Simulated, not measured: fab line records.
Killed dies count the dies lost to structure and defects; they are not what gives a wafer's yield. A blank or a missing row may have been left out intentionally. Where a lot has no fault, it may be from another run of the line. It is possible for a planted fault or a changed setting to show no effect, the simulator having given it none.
The tool behind it: which one? ; flow sky130 ; 10 lots, 30 wafers sampled, at 4 steps of a route of 708

== WHAT THE GAUGES SHOWED, per wafer ==
SKY_FIELD_ISO_THK_MEAS_02.
lot;measured;on;FIELD_ISO_OXIDATION_00_THK (nm)
L329;day 1 11:58;film-metro-01;12.18 11.73 11.87
L330;day 1 16:38;film-metro-02;11.97 11.97 11.80
L335;day 2 17:38;film-metro-01;13.10 13.32 13.30 13.08 13.34 13.35
L339;day 3 13:55;film-metro-01;13.12 12.93 13.03 13.14 12.97 13.01
L341;day 3 23:38;film-metro-01;12.68 12.77 12.61
L343;day 4 13:26;film-metro-04;12.20 12.14 12.37
L344;day 4 20:47;film-metro-04;11.96 12.18 12.35
L347;day 5 05:38;film-metro-04;11.86 12.02 11.82
L349;day 5 16:46;film-metro-02;12.09 12.11 12.09
L352;day 6 07:40;film-metro-04;11.93 11.73 11.83

SKY_VT_ADJUST_HVTP_OVL_MEAS_08.
lot;measured;on;VT_ADJUST_HVTP_OVL (nm)
L329;day 6 06:45;overlay-01;0.2 2.5 1.6
L330;day 6 12:44;overlay-02;-0.6 -0.2 -0.9
L335;day 7 17:44;overlay-01;-0.6 -0.4 -0.1
L339;day 9 05:47;overlay-02;-1.7 -1.0 -2.7
L341;day 9 11:32;overlay-01;-2.6 0.0 -1.3
L343;day 10 01:20;overlay-02;-1.9 -0.3 -0.4
L344;day 10 07:32;overlay-02;-1.7 -0.9 0.7
L347;day 11 02:17;overlay-01;0.3 0.1 2.6
L349;day 11 15:12;overlay-01;-3.4 -2.1 -2.6
L352;day 12 11:50;overlay-02;1.9 0.6 0.2

SKY_VT_ADJUST_NCORE_CD_MEAS_07 targets a cd of 380 nm.
lot;measured;on;cd-nm (nm)
L329;day 8 19:49;cd-sem-01;378.4 377.4 377.2
L330;day 9 02:34;cd-sem-01;381.2 379.4 379.6
L335;day 10 10:01;cd-sem-01;381.5 381.2 381.0
L339;day 12 03:31;cd-sem-02;382.1 380.0 382.5
L341;day 12 08:22;cd-sem-02;381.9 382.9 381.4
L343;day 13 00:40;cd-sem-02;378.9 380.2 381.4
L344;day 13 07:50;cd-sem-02;379.6 380.9 382.7
L347;day 14 04:14;cd-sem-01;376.4 375.0 376.6
L349;day 14 19:38;cd-sem-01;380.6 378.8 377.3
L352;day 15 18:22;cd-sem-02;376.9 375.4 375.5

== WHICH TOOL RAN EACH LOT (tool, then ch and the chambers of the sampled wafers, then the start) ==
lot;SKY_VT_ADJUST_LVTN_STRIP_09
L329;plasma-asher-02 ch 0,1, day 7 02:17
L330;plasma-asher-04 ch 0,1, day 7 09:01
L335;plasma-asher-04 ch 1, day 8 13:59
L339;plasma-asher-03 ch 0,1, day 10 04:25
L341;plasma-asher-03 ch 0,1, day 10 09:26
L343;plasma-asher-02 ch 0,1, day 11 00:20
L344;plasma-asher-03 ch 0,1, day 11 06:20
L347;plasma-asher-02 ch 0,1, day 12 02:26
L349;plasma-asher-02 ch 0,1, day 12 16:07
L352;plasma-asher-04 ch 0,1, day 13 13:59
- SKY_VT_ADJUST_LVTN_STRIP_09: strips in O2/N2.

== AS READ BY THE TOOLS THEMSELVES (means over the sampled wafers that have a number; for cases with no such wafer, the mark the record gives instead) ==
SKY_VT_ADJUST_LVTN_STRIP_09.
lot;tool;drypump-motor-current-A (A);oes-product-au (a.u.);strip-time-to-endpoint-s (s)
L329;plasma-asher-02;5.4;0.718;37.02
L330;plasma-asher-04;5.3;0.726;37.11
L335;plasma-asher-04;4.9;0.722;36.81
L339;plasma-asher-03;6.0;0.724;36.85
L341;plasma-asher-03;5.9;0.720;36.95
L343;plasma-asher-02;5.8;0.718;37.03
L344;plasma-asher-03;6.0;0.723;36.86
L347;plasma-asher-02;5.4;0.722;36.70
L349;plasma-asher-02;5.8;0.721;37.04
L352;plasma-asher-04;5.7;0.721;36.93

== THE ANSWER, worked out from the rows above alone ==
Rule: usual is defined by the lots themselves. The widest of any qualifying gaps counts: lots, ordered by their means at a reading, are off when they make up no more than a third of the lots, leave a main group of 4 or more, and stand apart from it by 3 or more times the standard deviation of that group's means. A main group whose means are all the same, to the digits that the tables above print for the reading, isn't used. Also off: a lot with no number at a reading for which 4 or more lots have one. Any other lot the step has rows for is counted as sound. After the gauges, taken in route order, come the tools' own readings; for these a lot's mean is taken, as printed above. At the first step where some lot is off, the reading lying furthest off is the one used; lots without a number count as furthest.
Off: L335, L339, L341, seen at SKY_FIELD_ISO_THK_MEAS_02 (FIELD_ISO_OXIDATION_00_THK). Main group: mean 12.01 nm, sd 0.14.
If a tool, at a process step before that reading, ran all the lots that are off and no sound lot after the first of them, it fits. Gauges at SKY_FIELD_ISO_THK_MEAS_02: tried the same way as those tools. One fits: SKY_FIELD_ISO_THK_MEAS_02 on film-metro-01. A fault onset in the window from L329 (day 1 11:58, its last sound lot) to L335 (day 2 17:38, its first lot off) fits.

== WHAT WAS PUT IN BY THE SIMULATOR ==
Metrology matching offset: film-metro-01, from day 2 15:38 on, at SKY_FIELD_ISO_THK_MEAS_02. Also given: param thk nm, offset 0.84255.
Struck lots among those shown: L335, L339, L341. The rule given above showed the same thing.
